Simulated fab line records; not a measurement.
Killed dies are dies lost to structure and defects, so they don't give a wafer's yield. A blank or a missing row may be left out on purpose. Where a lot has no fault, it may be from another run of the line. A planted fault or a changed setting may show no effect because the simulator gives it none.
Code-filled problem report in 8D (eight disciplines) form + flow gf180mcu + the parts of the form that need people (team, actions taken, sign-off) are left out

== 1. WHAT WENT WRONG ==
HV_LDD_CVD_56_THK at GF_HV_LDD_THK_MEAS_57 reads a mean of 83.5 nm on 3 wafers of 1 lot; wafers without a fault read 90.1 nm with a standard deviation of 0.69. That puts it -9.5 standard deviations away from the usual mean.
Seen first at day 15 22:45 on film metro-02, wafer L860.1. At this step, 33 wafers from 11 lots have a number in the record. Rule for "out" (also "out of limits"): further than 4 standard deviations from the usual mean. The other wafers with a number count as sound.

== 2. WHAT THIS IS AND IS NOT ==
| question                    | is                     | is not                                                                                             |
|-----------------------------|------------------------|----------------------------------------------------------------------------------------------------|
| which readings at this step | HV_LDD_CVD_56_THK      | -                                                                                                  |
| which lots                  | L860                   | L850, L852, L854, L855, L863, L867, L868, L871, L872, L873                                         |
| which wafers of those lots  | all that have a number | -                                                                                                  |
| read on which gauges        | film metro-02          | film metro-01, film metro-04                                                                       |
| when                        | from day 15 22:45      | up to then (12 sound wafers); but 18 sound wafers of L863, L867, L868, L871, L872, L873 came after |

== 3. WHAT RULES OUT EACH SUSPECT ==
Counting: a tool stays on the suspect list if, at a process step up to the reading, it processed all lots that are out and no sound lot following the first of them.
- the gauge at GF_HV_LDD_THK_MEAS_57 has been ruled out. All the wafers that are out were read on film metro-02, but those of them that GF_HV_LDD_ETCHBACK_58 has rows for are out there too, on other tools.
- plasma asher-02 at GF_HV_LDD_STRIP_37 (strips in O2/N2): ruled out as a lasting fault. Sound lots L863, L871 ran on it after its first lot that is out, L860 (day 14 22:14).
- lpcvd-01 at GF_HV_LDD_CVD_56 (deposits Si3N4 from DCS/NH3, target thk 90 nm, time 1543 s): ruled out as a lasting fault. Sound lots L871, L873 ran on it after its first lot that is out, L860 (day 15 21:19).
Left after counting: nothing in the record.

== 4. THE CAUSE (what the simulator had put in) ==
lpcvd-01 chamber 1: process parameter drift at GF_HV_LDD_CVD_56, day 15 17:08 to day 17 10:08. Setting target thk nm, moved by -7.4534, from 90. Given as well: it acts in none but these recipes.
Counting ruled it out, wrongly: the rule takes a fault to strike every lot that its tool runs from its start on, and this one did not.

== 5. SEQUENCE OF EFFECTS, ordered by route ==
Each row: a reading whose mean over the struck wafers that have a number lies more than 3 standard deviations from the usual. Only readings for which the record gives a usual standard deviation are gone through. hours: the time from each lot's start at the first step in this table that gives one to its start at this step, as a median over the lots. sigmas: the change in usual standard deviations.
| hours | step                  | reading           | usual      | on struck wafers | change | sigmas |
|-------|-----------------------|-------------------|------------|------------------|--------|--------|
| 0     | GF_HV_LDD_THK_MEAS_57 | HV_LDD_CVD_56_THK | 90.1 nm    | 83.5             | -6.6   | -9.5   |
| 0     | GF_HV_LDD_ETCHBACK_58 | oes product au    | 0.843 a.u. | 0.808            | -0.035 | -6.1   |
The process steps in it:
- GF_HV_LDD_ETCHBACK_58: etches Si3N4 in CH3F/O2, stops on SiO2, time 100 s, target depth 90 nm.

== 6. WHAT WOULD HAVE CAUGHT IT SOONER ==
Counted from the fault's start at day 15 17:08, it took 6 hours until the first out-of-limits reading at a measuring or inspecting step in this record, taken at day 15 22:45.
Of the tool readings at GF_HV_LDD_CVD_56 for which the record gives a usual standard deviation, none was out on any struck wafer, so an alarm limit of 4 standard deviations on them would not have fired.
